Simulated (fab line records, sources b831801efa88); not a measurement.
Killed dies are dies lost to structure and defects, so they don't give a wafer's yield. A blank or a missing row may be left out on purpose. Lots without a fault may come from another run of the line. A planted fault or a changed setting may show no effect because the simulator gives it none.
fab line records | flow sky130
record lots=7 wafers=21 last_day=50
route steps=708 shown FIELD_ISO@3 PAD_OPEN@708
lots that met no fault: from a run of the same line without faults
start_h: hours from the record's first day to the start of the lot's first wafer shown | wait_h: hours since the lot's step before | " the same as in the row above | L1.1+2: a row that stands for several wafers | - no value, or no start given | * or withheld: withheld | < > ~ a bound
route shown NAME@n: a module of which the file shows steps, and the number in the route of the first | usual: mean/standard deviation of fault-free wafers | same: alike in all rows | chamber/n: place in a boat | sites: the reading at each site | _std_site: their standard deviation | _edge_site: outer sites' mean less inner sites' | radius_mm: how far each site lies from the wafer's centre | mask NAME#n: copy n | behind: the tool/chamber that last shaped the wafer | hold: why the lot was held/for how many hours/how that ended | device: the transistor (n, p or np) that didn't switch | end of line: the same wafers' tests at the end of the route | a step without rows: its recipe alone | killed: dies lost to structure and defects at the first sort, not the wafer's yield | map: a wafer's dies, x killed, . not, _ none there
set.NAME: the setting as run; set.NAME@STEP: as run at that earlier step | model.NAME: the simulator's own value behind a step, which no gauge read
lots at some steps of the route; a table a step, a row a wafer
services: from which hour (start_h, from the record's first day; less than 0 if before it) a tool's chamber was out of use, for how many hours, and why
## steps
# step SKY_FIELD_ISO_THK_MEAS_02
# recipe reads=SiO2_of_FIELD_ISO_OXIDATION_01
# usual FIELD_ISO_OXIDATION_00_THK=12.12/0.25
# columns lot.wafer tool chamber start_h wait_h FIELD_ISO_OXIDATION_00_THK[nm]
L158.1 film_metro-03 - 38.02 0.0 12.40
L158.4 " - " " 12.32
L158.6 " - " " 12.51
L167.2 film_metro-04 - 81.64 0.0 11.72
L167.3 " - " " 12.22
L167.4 " - " " 11.95
L168.2 film_metro-04 - 86.64 0.0 11.75
L168.3 " - " " 11.84
L168.6 " - " " 11.79
L169.2 film_metro-03 - 92.91 0.0 11.80
L169.3 " - " " 11.90
L169.6 " - " " 11.82
L173.2 film_metro-03 - 111.64 0.0 11.98
L173.3 " - " " 11.91
L173.6 " - " " 12.23
L174.2 film_metro-02 - 116.64 0.0 11.71
L174.3 " - " " 11.98
L174.4 " - " " 11.96
L176.2 film_metro-03 - 127.49 0.0 12.42
L176.3 " - " " 12.20
L176.5 " - " " 12.29
# step SKY_FIELD_ISO_CVD_03
# recipe material=Si3N4 precursor=DCS/NH3 target_thk_nm=165 temp_c=770 time_s=2830 pressure_mtorr=250
# step SKY_FIELD_ISO_THK_MEAS_04
# recipe reads=Si3N4_of_FIELD_ISO_CVD_03
# usual FIELD_ISO_CVD_03_THK=164.7/1.5
# columns lot.wafer tool chamber start_h wait_h FIELD_ISO_CVD_03_THK[nm]
L158.1 film_metro-04 - 43.16 0.0 164.0
L158.4 " - " " 165.4
L158.6 " - " " 165.0
L167.2 film_metro-04 - 83.49 0.0 166.8
L167.3 " - " " 166.0
L167.4 " - " " 166.3
L168.2 film_metro-04 - 88.49 0.0 166.9
L168.3 " - " " 167.7
L168.6 " - " " 166.4
L169.2 film_metro-04 - 94.85 0.0 165.5
L169.3 " - " " 165.1
L169.6 " - " " 164.1
L173.2 film_metro-02 - 113.60 0.0 164.5
L173.3 " - " " 163.6
L173.6 " - " " 165.1
L174.2 film_metro-03 - 119.18 0.0 162.8
L174.3 " - " " 164.4
L174.4 " - " " 163.4
L176.2 film_metro-02 - 129.98 0.0 165.8
L176.3 " - " " 164.0
L176.5 " - " " 165.3
# step SKY_FIELD_ISO_DEHYDRATE_05
# recipe temp_c=200 time_s=60
# step SKY_FIELD_ISO_HMDS_06
# recipe prime_time_s=60 prime_temp_c=120
# step SKY_FIELD_ISO_COAT_07
# recipe resist=BARC temp_c=withheld time_s=withheld spin_rpm=3000 resist_thk_nm=60
# step SKY_FIELD_ISO_COAT_08
# recipe resist=KrF-thick spin_rpm=3000 resist_thk_nm=450
# step SKY_FIELD_ISO_SOFTBAKE_09
# recipe temp_c=100 time_s=90 resist=KrF-thick
# step SKY_FIELD_ISO_EXPOSE_10
# recipe mask_id=FOM na=0.68 source_shape=annular sigma_inner=0.4 sigma_outer=0.8 target_cd_nm=150 dose_mj=28
# step SKY_FIELD_ISO_PEB_11
# recipe peb_temp_c=withheld peb_time_s=withheld resist=KrF-thick
# step SKY_FIELD_ISO_DEVELOP_12
# recipe develop_time_s=60 resist=KrF-thick dev_temp_c=21
# step SKY_FIELD_ISO_CD_MEAS_13
# recipe target_cd_nm=150
# usual cd_nm=150.1/1.6
# columns lot.wafer tool chamber start_h wait_h cd_nm
L158.1 cd_sem-02 - 58.47 - 152.1
L158.4 " - " " 151.6
L158.6 " - " " 151.1
L167.2 cd_sem-02 - 100.42 - 150.2
L167.3 " - " " 150.3
L167.4 " - " " 150.7
L168.2 cd_sem-01 - 105.77 - 147.9
L168.3 " - " " 148.6
L168.6 " - " " 147.3
L169.2 cd_sem-01 - 111.47 - 148.1
L169.3 " - " " 149.1
L169.6 " - " " 147.3
L173.2 cd_sem-01 - 132.77 - 151.5
L173.3 " - " " 151.4
L173.6 " - " " 151.8
L174.2 cd_sem-01 - 138.25 - 150.7
L174.3 " - " " 150.8
L174.4 " - " " 149.7
L176.2 cd_sem-01 - 148.80 - 147.8
L176.3 " - " " 147.5
L176.5 " - " " 146.8
# step SKY_FIELD_ISO_ETCH_14
# recipe chemistry=N2/H2 target=BARC ion_energy_ev=200 source_w=500 bias_w=100 pressure_mtorr=30 n2_flow_sccm=100 h2_flow_sccm=200 stop_on=SiO2 time_s=45.9 target_depth_a=600
# usual bias_w=100.0/0.31 chamber_pressure_mTorr=30.002/0.029 drypump_motor_current_A=5.6/0.44 h2_flow_sccm=200.0/0.53 oes_product_au=0.854/0.0048 throttle_valve_pct=13.226/0.0086
# columns lot.wafer tool chamber start_h wait_h bias_w chamber_pressure_mTorr drypump_motor_current_A h2_flow_sccm oes_product_au rf_hours_counter_h throttle_valve_pct model.KrF-thick_of_FIELD_ISO_COAT_08.thk_nm
L158.1 rie_diel-03 2 58.59 0.1 100.1 30.020 5.3 198.3 0.854 49 13.228 393.8
L158.4 " 1 " " 99.6 30.035 4.9 199.5 0.865 114 13.223 394.9
L158.6 " 1 " " 100.0 30.008 5.0 200.3 0.848 - 13.236 394.2
L167.2 rie_diel-01 0 100.52 0.1 - - - - - - - 436.2
L167.3 " 3 " " - - - - - - - 434.1
L167.4 " 3 " " - - - - - - - 433
L168.2 rie_diel-04 2 105.87 0.1 - - - - - - - 435.8
L168.3 " 1 " " - - - - - - - 436
L168.6 " 1 " " - - - - - - - 435.2
L169.2 rie_diel-01 1 111.57 0.1 - - - - - - - 434.4
L169.3 " 0 " " - - - - - - - 434.2
L169.6 " 3 " " - - - - - - - 435.3
L173.2 rie_diel-04 2 132.87 0.1 100.0 29.940 6.2 199.3 0.848 50 13.230 390.4
L173.3 " 0 " " 100.1 29.977 5.9 199.8 0.858 72 13.234 391.6
L173.6 " 0 " " 99.7 30.014 5.9 200.6 0.857 - 13.219 391.1
L174.2 rie_diel-04 0 138.35 0.1 99.5 29.978 5.9 199.7 0.857 72 13.217 391.1
L174.3 " 2 " " 100.1 30.006 6.1 200.4 0.848 50 13.225 391.7
L174.4 " 2 " " 100.5 29.983 6.2 201.2 0.850 - 13.218 391.6
L176.2 rie_diel-01 3 148.90 0.1 100.1 29.987 5.3 200.5 0.858 14 13.234 391.7
L176.3 " 1 " " 100.4 29.992 5.1 200.1 0.852 1 13.244 394.2
L176.5 " 1 " " 100.7 30.032 5.0 200.3 0.852 - 13.215 393.8
# step SKY_FIELD_ISO_ETCH_15
# recipe chemistry=CHF3/O2 target_depth_nm=180 stop_on=Si source_w=600 bias_w=200 pressure_mtorr=40 chf3_flow_sccm=50 O2_flow_sccm=5 time_s=72
# usual O2_flow_sccm=5.000/0.014 bias_w=200.0/0.61 drypump_motor_current_A=5.6/0.44 oes_product_au=0.945/0.007 throttle_valve_pct=8.844/0.0085
# columns lot.wafer tool chamber start_h wait_h O2_flow_sccm bias_w drypump_motor_current_A oes_product_au rf_hours_counter_h throttle_valve_pct model.KrF-thick_of_FIELD_ISO_COAT_08.thk_nm
L158.1 rie_diel-03 2 58.63 0.0 4.999 199.3 5.3 0.943 49 8.836 241.1
L158.4 " 1 " " 4.991 199.7 4.9 0.949 114 8.849 236.3
L158.6 " 1 " " 5.005 200.7 4.9 0.942 - 8.839 235
L167.2 rie_diel-01 0 100.56 0.0 5.010 200.8 5.9 0.374 1 8.674 278
L167.3 " 3 " " 5.027 199.8 5.4 0.375 13 8.674 277
L167.4 " 3 " " 5.006 200.5 5.3 0.368 - 8.671 276.8
L168.2 rie_diel-04 2 105.91 0.0 4.999 199.3 6.1 0.378 50 8.659 277.5
L168.3 " 1 " " 4.972 200.3 5.4 0.375 139 8.664 284.9
L168.6 " 1 " " 5.003 200.6 5.5 0.371 - 8.653 284.7
L169.2 rie_diel-01 1 111.61 0.0 4.986 201.0 5.1 0.375 1 8.670 281.5
L169.3 " 0 " " 5.001 200.9 5.8 0.383 2 8.675 277.1
L169.6 " 3 " " 5.031 199.4 5.3 0.374 - 8.679 277.3
L173.2 rie_diel-04 2 132.91 0.0 4.997 200.0 6.1 0.943 50 8.832 233.8
L173.3 " 0 " " 5.026 198.3 6.0 0.944 72 8.855 235.9
L173.6 " 0 " " 5.009 198.6 5.9 0.943 - 8.841 235
L174.2 rie_diel-04 0 138.39 0.0 5.003 199.3 5.9 0.942 72 8.854 236.1
L174.3 " 2 " " 4.978 201.0 6.1 0.948 50 8.841 234.1
L174.4 " 2 " " 4.992 200.1 6.1 0.943 - 8.845 233.6
L176.2 rie_diel-01 3 148.94 0.0 5.015 200.3 5.3 0.949 14 8.851 234.4
L176.3 " 1 " " 5.019 199.1 5.0 0.942 1 8.843 244.5
L176.5 " 1 " " 5.012 199.4 5.0 0.949 - 8.845 245.1
# step SKY_FIELD_ISO_STRIP_16
# recipe chemistry=O2/N2 power_w=1400 pressure_mtorr=1500 platen_temp_c=withheld o2_flow_sccm=3000 n2_flow_sccm=300 overash_fraction=0.5
# usual drypump_motor_current_A=5.7/0.42 oes_product_au=0.378/0.0047 strip_time_to_endpoint_s=3.56/0.053
# same overash_fraction=0.5
# columns lot.wafer tool chamber start_h wait_h drypump_motor_current_A oes_product_au rf_hours_counter_h strip_time_to_endpoint_s
L158.1 plasma_asher-01 0 58.69 0.0 6.0 0.378 24 3.59
L158.4 " 0 " " 6.0 0.378 - 3.56
L158.6 " 1 " " 5.3 0.374 - 3.55
L167.2 plasma_asher-01 1 100.62 0.0 5.3 0.392 29 3.98
L167.3 " 1 " " 5.3 0.387 - 3.97
L167.4 " 0 " " 6.0 0.394 - 3.98
L168.2 plasma_asher-04 1 105.97 0.0 6.5 0.400 34 3.98
L168.3 " 0 " " 6.0 0.400 - 4.06
L168.6 " 0 " " 6.0 0.399 - 4.06
L169.2 plasma_asher-01 1 111.67 0.0 5.3 0.409 30 4.03
L169.3 " 0 " " 6.0 0.392 - 3.98
L169.6 " 0 " " 6.0 0.388 - 3.98
L173.2 plasma_asher-02 0 132.97 0.0 5.6 0.377 50 3.53
L173.3 " 1 " " 5.3 0.380 - 3.53
L173.6 " 0 " " 5.6 0.380 - 3.52
L174.2 plasma_asher-01 1 138.44 0.0 5.3 0.376 33 3.53
L174.3 " 1 " " 5.3 0.373 - 3.52
L174.4 " 0 " " 6.1 0.375 - 3.52
L176.2 plasma_asher-04 0 148.99 0.0 6.0 0.379 3 3.54
L176.3 " 1 " " 6.5 0.383 - 3.62
L176.5 " 1 " " 6.5 0.381 - 3.64
# step SKY_FIELD_ISO_ETCH_17
# recipe target_depth_a=3420 mask_material=Si3N4 chemistry=HBr/Cl2/O2 target=Si taper_deg=5 icp_w=600 bias_w=150 pressure_mtorr=15 HBr_flow_sccm=150 Cl2_flow_sccm=40 O2_flow_sccm=6 time_s=97.7
# usual HBr_flow_sccm=150.0/0.45 O2_flow_sccm=5.998/0.019 drypump_motor_current_A=5.6/0.38 oes_product_au=0.997/0.011 throttle_valve_pct=25.659/0.01
# columns lot.wafer tool chamber start_h wait_h HBr_flow_sccm O2_flow_sccm drypump_motor_current_A oes_product_au rf_hours_counter_h throttle_valve_pct
L158.1 rie_si-02 3 58.79 0.1 149.4 5.963 6.3 0.987 29 25.651
L158.4 " 1 " " 150.2 5.991 5.7 1.001 86 25.646
L158.6 " 1 " " 150.7 6.023 5.6 1.003 - 25.663
L167.2 rie_si-01 0 100.72 0.1 150.4 6.007 5.5 0.995 17 25.660
L167.3 " 3 " " 150.5 6.011 5.6 1.004 81 25.663
L167.4 " 2 " " 150.3 6.021 5.2 0.990 4 25.652
L168.2 rie_si-01 3 106.07 0.1 150.5 6.006 5.6 0.991 81 25.650
L168.3 " 0 " " 149.9 6.001 5.5 0.995 17 25.660
L168.6 " 1 " " 150.4 5.995 5.0 1.010 - 25.653
L169.2 rie_si-02 3 111.77 0.1 149.8 5.968 6.4 0.993 30 25.670
L169.3 " 0 " " 150.2 5.987 5.8 0.985 28 25.657
L169.6 " 0 " " 150.3 6.002 5.8 0.988 - 25.670
L173.2 rie_si-02 0 133.07 0.1 150.4 6.014 5.8 1.003 28 25.672
L173.3 " 2 " " 149.6 5.994 5.6 0.989 76 25.668
L173.6 " 2 " " 149.9 5.989 5.6 0.987 - 25.676
L174.2 rie_si-01 1 138.54 0.1 150.4 5.981 5.0 1.022 4 25.640
L174.3 " 2 " " 150.0 6.048 5.2 1.001 4 25.653
L174.4 " 0 " " 150.0 5.980 5.5 0.999 18 25.666
L176.2 rie_si-01 2 149.09 0.1 149.7 5.990 5.2 0.985 4 25.666
L176.3 " 1 " " 150.8 6.010 5.0 1.009 4 25.645
L176.5 " 3 " " 149.2 5.970 5.6 1.002 - 25.666
# step SKY_PAD_OPEN_PROBE_99
# usual killed_at_M0_to_M3=43/6.5 killed_at_M4_up=3.3/2 killed_at_contacts=24/5.2 killed_at_front_end=16/4.2 killed_at_other=0.3/0.6 killed_dies=87/9.3 killed_on_rim=18/4.2 killed_open=47/7.8 killed_short=39/6.2
# same gross_dies=492 killed_at_back_side=0
# columns lot.wafer tool chamber start_h wait_h killed_at_M0_to_M3 killed_at_M4_up killed_at_contacts killed_at_front_end killed_at_other killed_dies killed_on_rim killed_open killed_short
L167.2 prober-01 - 1148.26 0.1 46 6 8 432 0 492 96 30 37
L167.3 prober-01 - 1148.31 0.2 34 4 20 433 1 492 96 40 28
L167.4 prober-01 - 1148.36 0.2 39 0 19 432 2 492 96 42 37
L168.2 prober-02 - 1150.39 0.1 49 4 29 410 0 492 96 38 56
L168.3 prober-02 - 1150.44 0.2 43 1 22 425 1 492 96 53 39
L168.6 prober-02 - 1150.59 0.2 38 4 22 428 0 492 96 35 45
L169.2 prober-01 - 1160.65 0.1 46 4 24 417 1 492 96 48 37
L169.3 prober-01 - 1160.70 0.2 47 7 27 411 0 492 96 50 44
L169.6 prober-01 - 1160.85 0.2 47 3 27 415 0 492 96 53 40
L174.2 prober-02 - 1190.57 0.1 42 2 28 11 0 83 17 52 30
L174.3 prober-02 - 1190.62 0.2 38 2 20 22 1 83 20 46 35
L174.4 prober-02 - 1190.67 0.2 49 2 29 20 1 101 18 53 48
# killed by level:class
L167.2 FIELD_ISO:area_etch=425 VIA1:geometric_particle:open=9 METAL1:geometric_particle:short=7 VIA2:geometric_particle:short=6 VIA2:geometric_particle:open=6 VIA1:geometric_particle:short=5 VIA3:geometric_particle:short=5 METAL4:geometric_particle:short=4
L167.3 FIELD_ISO:area_etch=423 CONTACT:geometric_particle:open=10 VIA1:geometric_particle:open=9 METAL1:geometric_particle:short=6 METAL2:geometric_particle:short=5 LI_CONTACT:geometric_particle:open=4 VIA2:geometric_particle:open=4 FIELD_ISO:geometric_particle:open=3
L167.4 FIELD_ISO:area_etch=413 VIA1:geometric_particle:open=11 POLY_GATE:geometric_particle:open=7 CONTACT:geometric_particle:open=7 POLY_GATE:geometric_particle:short=6 METAL3:geometric_particle:short=4 LI_CONTACT:geometric_particle:open=4 LI_CONTACT:geometric_particle:short=4
L168.2 FIELD_ISO:area_etch=398 VIA1:geometric_particle:open=11 METAL2:geometric_particle:short=9 METAL1:geometric_particle:short=8 CONTACT:geometric_particle:open=7 LI_CONTACT:geometric_particle:open=7 VIA3:geometric_particle:open=6 CONTACT:geometric_particle:short=6
L168.3 FIELD_ISO:area_etch=400 CONTACT:geometric_particle:open=9 VIA1:geometric_particle:open=9 POLY_GATE:geometric_particle:open=8 METAL1:geometric_particle:short=8 POLY_GATE:geometric_particle:short=7 LI_CONTACT:geometric_particle:open=7 VIA1:geometric_particle:short=5
L168.6 FIELD_ISO:area_etch=411 CONTACT:geometric_particle:open=9 VIA1:geometric_particle:short=8 FIELD_ISO:geometric_particle:short=7 VIA1:geometric_particle:open=7 METAL1:geometric_particle:short=6 VIA3:geometric_particle:open=5 METAL2:geometric_particle:short=5
L169.2 FIELD_ISO:area_etch=407 VIA1:geometric_particle:open=16 METAL2:geometric_particle:short=12 LI_CONTACT:geometric_particle:open=8 CONTACT:geometric_particle:open=8 FIELD_ISO:geometric_particle:open=5 CONTACT:geometric_particle:short=5 FIELD_ISO:geometric_particle:short=4
L169.3 FIELD_ISO:area_etch=398 CONTACT:geometric_particle:open=11 METAL1:geometric_particle:short=9 VIA1:geometric_particle:open=9 METAL2:geometric_particle:short=9 LI_CONTACT:geometric_particle:short=5 LI_CONTACT:geometric_particle:open=5 LOCAL_INTERCONNECT:geometric_particle:short=5
L169.6 FIELD_ISO:area_etch=399 CONTACT:geometric_particle:open=13 VIA1:geometric_particle:open=8 VIA2:geometric_particle:open=7 VIA1:geometric_particle:short=7 LI_CONTACT:geometric_particle:open=6 VIA3:geometric_particle:open=6 VIA2:geometric_particle:short=6
L174.2 CONTACT:geometric_particle:open=10 VIA2:geometric_particle:open=8 VIA1:geometric_particle:open=8 LI_CONTACT:geometric_particle:open=7 VIA3:geometric_particle:open=7 CONTACT:geometric_particle:short=5 VIA1:geometric_particle:short=5 METAL2:geometric_particle:short=5
L174.3 VIA1:geometric_particle:open=11 POLY_GATE:geometric_particle:short=7 POLY_GATE:geometric_particle:open=6 CONTACT:geometric_particle:open=6 VIA2:geometric_particle:open=5 LI_CONTACT:geometric_particle:open=5 CONTACT:geometric_particle:short=5 VIA3:geometric_particle:open=5
L174.4 VIA2:geometric_particle:open=8 LI_CONTACT:geometric_particle:open=7 CONTACT:geometric_particle:short=7 CONTACT:geometric_particle:open=7 VIA1:geometric_particle:open=7 POLY_GATE:geometric_particle:open=6 METAL2:geometric_particle:short=6 VIA3:geometric_particle:open=6
# map L167.2 (x killed, . not)
__________xxxxxxxxxx_________
________xxxxxxxxxxxxxx_______
______xxxxxxxxxxxxxxxxxx_____
_____xxxxxxxxxxxxxxxxxxxx____
____xxxxxxxxxxxxxxxxxxxxxx___
___xxxxxxxxxxxxxxxxxxxxxxxx__
__xxxxxxxxxxxxxxxxxxxxxxxxxx_
_xxxxxxxxxxxxxxxxxxxxxxxxxxxx
_xxxxxxxxxxxxxxxxxxxxxxxxxxxx
_xxxxxxxxxxxxxxxxxxxxxxxxxxxx
_xxxxxxxxxxxxxxxxxxxxxxxxxxxx
_xxxxxxxxxxxxxxxxxxxxxxxxxxxx
_xxxxxxxxxxxxxxxxxxxxxxxxxxxx
_xxxxxxxxxxxxxxxxxxxxxxxxxxxx
_xxxxxxxxxxxxxxxxxxxxxxxxxxxx
__xxxxxxxxxxxxxxxxxxxxxxxxxx_
___xxxxxxxxxxxxxxxxxxxxxxxx__
____xxxxxxxxxxxxxxxxxxxxxx___
_____xxxxxxxxxxxxxxxxxxxx____
______xxxxxxxxxxxxxxxxxx_____
________xxxxxxxxxxxxxx_______
__________xxxxxxxxxx_________
# map L168.2 (x killed, . not)
__________xxxxxxxxxx_________
________xxxxxxxxxxxxxx_______
______xxxxxxxxxxxxxxxxxx_____
_____xxxxxxxxxxxxxxxxxxxx____
____xxxxxxxxxxxxxxxxxxxxxx___
___xxxxxxxxxxxxxxxxxxxxxxxx__
__xxxxxxxxxxxxxxxxxxxxxxxxxx_
_xxxxxxxxxxxxxxxxxxxxxxxxxxxx
_xxxxxxxxxxxxxxxxxxxxxxxxxxxx
_xxxxxxxxxxxxxxxxxxxxxxxxxxxx
_xxxxxxxxxxxxxxxxxxxxxxxxxxxx
_xxxxxxxxxxxxxxxxxxxxxxxxxxxx
_xxxxxxxxxxxxxxxxxxxxxxxxxxxx
_xxxxxxxxxxxxxxxxxxxxxxxxxxxx
_xxxxxxxxxxxxxxxxxxxxxxxxxxxx
__xxxxxxxxxxxxxxxxxxxxxxxxxx_
___xxxxxxxxxxxxxxxxxxxxxxxx__
____xxxxxxxxxxxxxxxxxxxxxx___
_____xxxxxxxxxxxxxxxxxxxx____
______xxxxxxxxxxxxxxxxxx_____
________xxxxxxxxxxxxxx_______
__________xxxxxxxxxx_________
## services
# columns tool chamber start_h hours kind
rie_diel-01 1 50.40 - clean
rie_diel-01 1 50.40 21.7 scheduled_down
rie_diel-01 1 50.40 21.7 vent_cycle
rie_diel-04 - 63.77 0.6 repair
plasma_asher-04 - 68.97 10.0 repair
rie_diel-01 2 72.13 - clean
rie_diel-01 2 72.13 14.8 scheduled_down
rie_diel-01 2 72.13 14.8 vent_cycle
rie_diel-03 3 73.71 3.1 repair
rie_diel-01 2 96.37 9.3 repair
rie_diel-03 0 101.60 3.5 repair
plasma_asher-04 - 108.75 9.0 pm
plasma_asher-04 0 108.75 9.0 vent_cycle
plasma_asher-04 1 108.75 9.0 vent_cycle
plasma_asher-04 0 117.75 - clean
plasma_asher-04 1 117.75 - clean
rie_diel-01 - 119.06 2.8 pm
rie_si-02 - 126.42 2.8 pm
rie_diel-04 3 136.92 5.3 repair
rie_diel-01 2 143.77 10.0 repair
## key
first_sign step=SKY_FIELD_ISO_ETCH_14 reading=tool_record direction=missing
effect step=SKY_FIELD_ISO_ETCH_15 reading=oes_product_au direction=down sigmas=81 usual=0.945 struck=0.375
effect step=SKY_FIELD_ISO_STRIP_16 reading=strip_time_to_endpoint_s direction=up sigmas=8.2 usual=* struck=*
effect step=SKY_PAD_OPEN_PROBE_99 reading=killed_at_front_end direction=up sigmas=96 usual=16 struck=423
model_effect step=SKY_FIELD_ISO_ETCH_14 value=KrF-thick_of_FIELD_ISO_COAT_08.thk_nm without=392.2 struck=434.9
model_effect step=SKY_FIELD_ISO_ETCH_15 value=KrF-thick_of_FIELD_ISO_COAT_08.thk_nm without=236.7 struck=279.4
more_kills_born_at SKY_FIELD_ISO_ETCH_14@rie_diel-01=2465 SKY_FIELD_ISO_ETCH_14@rie_diel-04=1209
met_at SKY_FIELD_ISO_ETCH_14
struck_wafers L167.2,L167.3,L167.4,L168.2,L168.3,L168.6,L169.2,L169.3,L169.6
later_rows_left_out L167.2,L167.3,L167.4,L168.2,L168.3,L168.6,L169.2,L169.3,L169.6
tester_left_out L167,L168,L169
fault kind=skipped_step_whole tool=rie_diel-01,rie_diel-04 chamber=- onset_h=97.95 steps=SKY_FIELD_ISO_ETCH_14 scope=struck_lots_only
# tester_left_out: of these lots the tester's yield and bins aren't shown, on N5 and GAA mostly nor the transistor test; their killed dies are dies lost to structure and defects alone, not to doping, threshold or leakage, so they don't give the yield
# later_rows_left_out: the simulator's readings of these wafers behind a module that went badly wrong aren't trusted and aren't shown, but for the sort
